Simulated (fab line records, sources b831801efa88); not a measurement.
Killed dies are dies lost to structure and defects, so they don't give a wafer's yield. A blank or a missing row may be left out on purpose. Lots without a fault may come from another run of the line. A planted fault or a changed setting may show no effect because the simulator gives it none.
fab line records | flow sky130
record lots=11 wafers=33 last_day=50
route steps=708 shown VIA1@470 METAL2@493 CAPM@550 VIA3@576 PAD_OPEN@708
lots that met no fault: from a run of the same line without faults
start_h: hours from the record's first day to the start of the lot's first wafer shown | wait_h: hours since the lot's step before | " the same as in the row above | L1.1+2: a row that stands for several wafers | - no value, or no start given | * or withheld: withheld | < > ~ a bound
route shown NAME@n: a module of which the file shows steps, and the number in the route of the first | usual: mean/standard deviation of fault-free wafers | same: alike in all rows | chamber/n: place in a boat | sites: the reading at each site | _std_site: their standard deviation | _edge_site: outer sites' mean less inner sites' | radius_mm: how far each site lies from the wafer's centre | mask NAME#n: copy n | behind: the tool/chamber that last shaped the wafer | hold: why the lot was held/for how many hours/how that ended | device: the transistor (n, p or np) that didn't switch | end of line: the same wafers' tests at the end of the route | a step without rows: its recipe alone | killed: dies lost to structure and defects at the first sort, not the wafer's yield | map: a wafer's dies, x killed, . not, _ none there
set.NAME: the setting as run; set.NAME@STEP: as run at that earlier step | model.NAME: the simulator's own value behind a step, which no gauge read
steps of the route over a sample of lots; a table a step, a row a wafer
services: from which hour (start_h, from the record's first day; less than 0 if before it) a tool's chamber was out of use, for how many hours, and why
## steps
# step SKY_VIA1_CD_MEAS_12
# recipe target_cd_nm=150
# usual cd_nm=150.3/2.1
# columns lot.wafer tool chamber start_h wait_h cd_nm
L614.1 cd_sem-02 - 796.93 - 147.4
L614.5 " - " " 147.8
L614.6 " - " " 148.6
L616.1 cd_sem-01 - 803.94 - 148.7
L616.5 " - " " 147.1
L616.6 " - " " 147.7
L621.2 cd_sem-02 - 850.20 - 154.2
L621.3 " - " " 153.9
L621.6 " - " " 154.0
L623.1 cd_sem-01 - 872.28 - 151.7
L623.2 " - " " 151.8
L623.4 " - " " 152.8
L626.1 cd_sem-02 - 896.69 - 147.3
L626.2 " - " " 148.9
L626.6 " - " " 148.7
L625.1 cd_sem-02 - 900.34 - 150.0
L625.3 " - " " 149.6
L625.6 " - " " 149.3
L627.3 cd_sem-01 - 917.48 - 147.1
L627.5 " - " " 147.4
L627.6 " - " " 147.7
L629.1 cd_sem-01 - 919.59 - 150.1
L629.3 " - " " 151.0
L629.5 " - " " 152.1
L630.1 cd_sem-01 - 927.59 - 150.4
L630.2 " - " " 149.3
L630.4 " - " " 148.5
L633.1 cd_sem-01 - 939.69 - 151.9
L633.2 " - " " 149.6
L633.3 " - " " 152.1
L634.4 cd_sem-02 - 941.79 - 149.8
L634.5 " - " " 151.2
L634.6 " - " " 147.8
# step SKY_METAL2_COAT_10
# recipe resist=KrF-thick spin_rpm=3000 resist_thk_nm=450
# usual spin_speed_rpm=2999.7/2
# columns lot.wafer tool chamber start_h wait_h spin_speed_rpm
L614.1 litho_track-03 0 811 - 2996.1
L614.5 " 0 " " 3002.8
L614.6 " 0 " " 3000.7
L616.1 litho_track-03 0 818 - 3004.5
L616.5 " 0 " " 3000.1
L616.6 " 0 " " 2999.6
L621.2 litho_track-01 0 864 - 2998.2
L621.3 " 0 " " 3001.9
L621.6 " 0 " " 2998.6
L623.1 litho_track-04 0 885 - 2996.5
L623.2 " 0 " " 3000.0
L623.4 " 0 886 - 2999.2
L626.1 litho_track-04 0 911 - 2999.3
L626.2 " 0 " " 2998.6
L626.6 " 0 " " 3000.8
L625.1 litho_track-04 0 914 - 2999.8
L625.3 " 0 " " 3001.7
L625.6 " 0 " " 3000.3
L627.3 litho_track-04 0 931 - 2579.5
L627.5 " 0 " " 2577.0
L627.6 " 0 " " 2576.6
L629.1 litho_track-04 0 933 - 2575.1
L629.3 " 0 " " 2573.0
L629.5 " 0 " " 2578.8
L630.1 litho_track-04 0 941 - 2577.1
L630.2 " 0 " " 2579.2
L630.4 " 0 " " 2579.5
L633.1 litho_track-03 0 953 - 3000.3
L633.2 " 0 " " 2995.7
L633.3 " 0 " " 2997.4
L634.4 litho_track-03 0 955 - 2999.0
L634.5 " 0 " " 2996.9
L634.6 " 0 " " 2996.3
# step SKY_METAL2_STRIP_20
# recipe chemistry=O2/N2 power_w=1400 pressure_mtorr=1500 platen_temp_c=withheld o2_flow_sccm=3000 n2_flow_sccm=300 overash_fraction=0.5
# usual drypump_motor_current_A=5.6/0.32 oes_product_au=0.342/0.0052 strip_time_to_endpoint_s=2.67/0.058
# columns lot.wafer tool chamber start_h wait_h drypump_motor_current_A oes_product_au rf_hours_counter_h strip_time_to_endpoint_s
L614.1 plasma_asher-04 0 825.73 0.1 5.3 0.337 103 2.65
L614.5 " 1 " " 5.0 0.346 - 2.62
L614.6 " 0 " " 5.3 0.352 - 2.71
L616.1 plasma_asher-02 0 832.39 0.1 5.6 0.344 9 2.64
L616.5 " 1 " " 5.5 0.333 - 2.64
L616.6 " 0 " " 5.6 0.347 - 2.74
L621.2 plasma_asher-02 1 877.37 0.1 5.5 0.337 14 2.67
L621.3 " 0 " " 5.6 0.347 - 2.61
L621.6 " 0 " " 5.6 0.343 - 2.62
L623.1 plasma_asher-02 0 899.73 0.1 5.7 0.346 16 2.74
L623.2 " 1 " " 5.5 0.336 16 2.68
L623.4 " 1 " " 5.5 0.343 - 2.68
L626.1 plasma_asher-02 1 924.54 0.1 5.5 0.348 18 2.73
L626.2 " 0 " " 5.6 0.351 18 2.68
L626.6 " 0 " " 5.6 0.342 - 2.72
L625.1 plasma_asher-03 1 927.63 0.1 5.9 0.353 50 2.73
L625.3 " 0 " " 6.0 0.342 - 2.72
L625.6 " 1 " " 5.9 0.337 - 2.65
L627.3 plasma_asher-03 1 944.60 0.1 5.9 0.350 - 3.06
L627.5 " 1 " " 5.9 0.368 - 3.04
L627.6 " 0 " " 6.0 0.364 - 3.00
L629.1 plasma_asher-02 1 946.97 0.1 5.5 0.356 21 3.04
L629.3 " 1 " " 5.5 0.347 - 2.98
L629.5 " 1 " " 5.5 0.354 - 3.05
L630.1 plasma_asher-02 1 954.63 0.1 5.5 0.366 21 2.99
L630.2 " 0 " " 5.7 0.363 21 3.05
L630.4 " 1 " " 5.5 0.350 - 2.99
L633.1 plasma_asher-04 0 965.99 0.1 5.3 0.347 118 2.71
L633.2 " 1 " " 5.0 0.347 118 2.74
L633.3 " 1 " " 5.0 0.341 - 2.72
L634.4 plasma_asher-02 0 968.10 0.1 5.6 0.333 - 2.54
L634.5 " 0 " " 5.6 0.330 - 2.55
L634.6 " 1 " " 5.5 0.344 - 2.57
# step SKY_CAPM_METAL_ETCH_13
# recipe target_depth_nm=220 stop_on=SiO2 chemistry=Cl2/BCl3 target=TiN pressure_mtorr=10 icp_w=900 bias_w=48.5 Cl2_flow_sccm=60 bcl3_flow_sccm=30 time_s=62.9
# usual bcl3_flow_sccm=30.00/0.094 drypump_motor_current_A=5.5/0.45 oes_product_au=0.941/0.0074 throttle_valve_pct=21.902/0.01
# columns lot.wafer tool chamber start_h wait_h bcl3_flow_sccm drypump_motor_current_A oes_product_au rf_hours_counter_h throttle_valve_pct
L614.1 rie_metal-03 0 880.88 0.0 29.80 4.8 0.940 10 21.892
L614.5 " 1 " " 29.85 5.8 0.950 - 21.884
L614.6 " 0 " " 29.94 4.9 0.929 - 21.925
L616.1 rie_metal-02 1 886.73 0.0 29.87 5.7 0.937 14 21.912
L616.5 " 1 " " 30.07 5.7 0.940 - 21.898
L616.6 " 0 " " 29.95 6.2 0.944 - 21.896
L621.2 rie_metal-01 0 931.48 0.0 30.06 5.5 0.925 17 21.894
L621.3 " 1 " " 30.03 5.1 0.928 - 21.905
L621.6 " 0 " " 30.01 5.5 0.937 - 21.916
L623.1 rie_metal-02 1 952.18 0.0 29.98 5.7 0.939 17 21.906
L623.2 " 0 " " 29.87 6.2 0.935 11 21.897
L623.4 " 0 " " 29.98 6.2 0.937 - 21.908
L626.1 rie_metal-02 1 976.28 0.0 30.09 5.7 0.934 18 21.900
L626.2 " 0 " " 30.05 6.2 0.938 12 21.925
L626.6 " 1 " " 30.11 5.7 0.928 - 21.893
L625.1 rie_metal-01 1 979.68 0.0 29.92 5.1 0.945 13 21.898
L625.3 " 0 " " 29.96 5.5 0.944 - 21.897
L625.6 " 1 " " 30.01 5.1 0.953 - 21.893
L627.3 rie_metal-03 1 996.26 0.0 30.15 5.8 0.944 - 21.895
L627.5 " 1 " " 29.97 5.8 0.958 - 21.905
L627.6 " 0 " " 29.86 4.9 0.948 - 21.898
L629.1 rie_metal-02 0 997.73 0.0 29.87 6.2 0.937 13 21.898
L629.3 " 0 " " 29.83 6.2 0.936 - 21.892
L629.5 " 0 " " 29.85 6.2 0.948 - 21.893
L630.1 rie_metal-01 0 1004.38 0.0 30.01 5.5 0.945 21 21.898
L630.2 " 1 " " 30.03 5.1 0.936 14 21.902
L630.4 " 0 " " 30.02 5.5 0.944 - 21.888
L633.1 rie_metal-01 1 1016.43 0.0 30.14 5.1 0.936 15 21.909
L633.2 " 0 " " 29.96 5.5 0.945 22 21.895
L633.3 " 0 " " 30.02 5.5 0.936 - 21.896
L634.4 rie_metal-03 1 1018.30 0.0 29.96 5.9 0.949 - 21.884
L634.5 " 0 " " 30.02 4.9 0.951 - 21.889
L634.6 " 1 " " 30.02 5.8 0.941 - 21.886
# step SKY_VIA3_BOW_MEAS_03
# recipe mode=bow
# usual VIA3_BOW=79/7.8
# columns lot.wafer tool chamber start_h wait_h VIA3_BOW[um]
L614.1 film_metro-01 - 909.17 0.2 78
L614.5 " - " " 61
L614.6 " - " " 66
L616.1 film_metro-01 - 914.23 0.1 83
L616.5 " - " " 75
L616.6 " - " " 76
L621.2 film_metro-04 - 959.25 0.1 69
L621.3 " - " " 84
L621.6 " - " " 75
L623.1 film_metro-01 - 978.19 0.1 75
L623.2 " - " " 72
L623.4 " - " " 74
L626.1 film_metro-04 - 1003.33 0.1 84
L626.2 " - " " 81
L626.6 " - " " 76
L625.1 film_metro-04 - 1005.68 0.2 88
L625.3 " - " " 73
L625.6 " - " " 81
L627.3 film_metro-01 - 1021.47 0.3 90
L627.5 " - " " 77
L627.6 " - " " 79
L629.1 film_metro-04 - 1023.33 0.1 85
L629.3 " - " " 84
L629.5 " - " " 86
L630.1 film_metro-02 - 1029.70 0.2 61
L630.2 " - " " 76
L630.4 " - " " 72
L633.1 film_metro-04 - 1041.92 0.1 70
L633.2 " - " " 72
L633.3 " - " " 78
L634.4 film_metro-04 - 1042.85 0.2 78
L634.5 " - " " 82
L634.6 " - " " 53
# step SKY_PAD_OPEN_PROBE_99
# usual defect_limited_yield=82.9/1.7 killed_at_M0_to_M3=42/6.7 killed_at_M4_up=3.4/2 killed_at_contacts=24/5.1 killed_at_front_end=14/4.2 killed_at_other=0.2/0.49 killed_dies=84/8.4 killed_open=46/7 killed_short=39/5.8 sort_bin_3_pad_short=0.8/0.42 sort_bin_5_function=10.2/1.3 sort_bin_6_memory=6.1/1 sort_n_pass=408/8.4 sort_yield_pct=82.9/1.7
# same gross_dies=492 killed_at_back_side=0 sort_bin_4_leakage[%]=0 sort_bin_8_speed[%]=0
# columns lot.wafer tool chamber start_h wait_h defect_limited_yield[%] killed_at_M0_to_M3 killed_at_M4_up killed_at_contacts killed_at_front_end killed_at_other killed_dies killed_open killed_short sort_bin_3_pad_short[%] sort_bin_5_function[%] sort_bin_6_memory[%] sort_n_pass sort_yield_pct[%]
L626.1 prober-02 - 1156.42 0.1 82.1 57 5 21 4 1 88 43 45 1.2 10.2 6.5 404 82.1
L626.2 prober-02 - 1156.47 0.1 80.9 53 8 15 18 0 94 50 44 0.6 10.8 7.7 398 80.9
L626.6 prober-02 - 1156.67 0.2 84.3 45 5 14 13 0 77 49 28 0 9.3 6.3 415 84.3
L630.1 prober-01 - 1177.28 0.1 85.6 37 3 23 8 0 71 37 34 1.0 9.3 4.1 421 85.6
L630.2 prober-01 - 1177.33 0.1 81.3 46 3 22 19 2 92 48 44 1.2 11.0 6.5 400 81.3
L630.4 prober-01 - 1177.43 0.2 84.3 32 3 34 8 0 77 45 32 1.4 7.7 6.5 415 84.3
# killed by level:class
L626.1 VIA3:geometric_particle:open=10 VIA1:geometric_particle:open=9 VIA1:geometric_particle:short=9 LI_CONTACT:geometric_particle:open=7 CONTACT:geometric_particle:open=6 METAL1:geometric_particle:short=6 METAL2:geometric_particle:short=6 CONTACT:geometric_particle:short=5
L626.2 VIA1:geometric_particle:open=13 METAL2:geometric_particle:short=9 METAL1:geometric_particle:short=8 CONTACT:geometric_particle:open=6 VIA3:geometric_particle:open=6 LI_CONTACT:geometric_particle:open=5 VIA2:geometric_particle:open=5 METAL4:geometric_particle:short=5
L626.6 VIA3:geometric_particle:open=12 LI_CONTACT:geometric_particle:open=8 VIA1:geometric_particle:open=8 METAL2:geometric_particle:short=6 FIELD_ISO:geometric_particle:short=5 VIA2:geometric_particle:open=5 CONTACT:geometric_particle:open=4 FIELD_ISO:geometric_particle:open=3
L630.1 LOCAL_INTERCONNECT:geometric_particle:short=7 VIA1:geometric_particle:open=7 VIA3:geometric_particle:open=7 LI_CONTACT:geometric_particle:open=6 CONTACT:geometric_particle:open=5 METAL1:geometric_particle:short=5 METAL2:geometric_particle:short=4 VIA2:geometric_particle:short=4
L630.2 VIA1:geometric_particle:open=13 VIA3:geometric_particle:open=7 FIELD_ISO:geometric_particle:short=6 LOCAL_INTERCONNECT:geometric_particle:short=6 CONTACT:geometric_particle:open=6 POLY_GATE:geometric_particle:open=5 LI_CONTACT:geometric_particle:open=5 METAL2:geometric_particle:short=5
L630.4 CONTACT:geometric_particle:open=13 LI_CONTACT:geometric_particle:open=7 VIA1:geometric_particle:open=6 VIA3:geometric_particle:open=6 LOCAL_INTERCONNECT:geometric_particle:short=5 CONTACT:geometric_particle:short=5 VIA2:geometric_particle:open=5 METAL2:geometric_particle:short=4
## services
# columns tool chamber start_h hours kind
plasma_asher-04 - 789.88 3.2 repair
rie_metal-02 1 793.50 19.7 repair
rie_metal-01 - 802.08 1.4 pm
plasma_asher-03 - 819.31 2.8 pm
rie_metal-03 1 828.34 - clean
rie_metal-03 1 828.34 27.3 scheduled_down
rie_metal-03 1 828.34 27.3 vent_cycle
plasma_asher-03 - 833.50 15.6 pm
rie_metal-02 - 834.34 14.6 pm
plasma_asher-03 - 861.53 4.5 repair
rie_metal-03 0 886.84 6.6 repair
plasma_asher-02 - 936.02 2.4 repair
rie_metal-01 0 967.17 1.6 repair
plasma_asher-04 - 973.38 1.3 repair
rie_metal-01 1 983.21 1.8 repair
rie_metal-02 1 986.56 - clean
rie_metal-02 1 986.56 22.4 scheduled_down
rie_metal-02 1 986.56 22.4 vent_cycle
plasma_asher-03 - 1003.84 14.6 pm
## key
first_sign step=SKY_METAL2_COAT_10 reading=spin_speed_rpm direction=down sigmas=99+ usual=2999.7 struck=2577.3
effect step=SKY_METAL2_STRIP_20 reading=strip_time_to_endpoint_s direction=up sigmas=6.1 usual=* struck=*
met_at SKY_METAL2_COAT_10
struck_lots L627,L629,L630
not_acting_at SKY_VIA1_CD_MEAS_12,SKY_CAPM_METAL_ETCH_13,SKY_VIA3_BOW_MEAS_03
onset_between 914 931
fault kind=process_parameter_drift tool=litho_track-04 chamber=- onset_h=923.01 steps=SKY_METAL2_COAT_10 channel=spin_rpm offset=-422.28 shape=step end_h=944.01 acts_in=these_recipes_only stated=3000
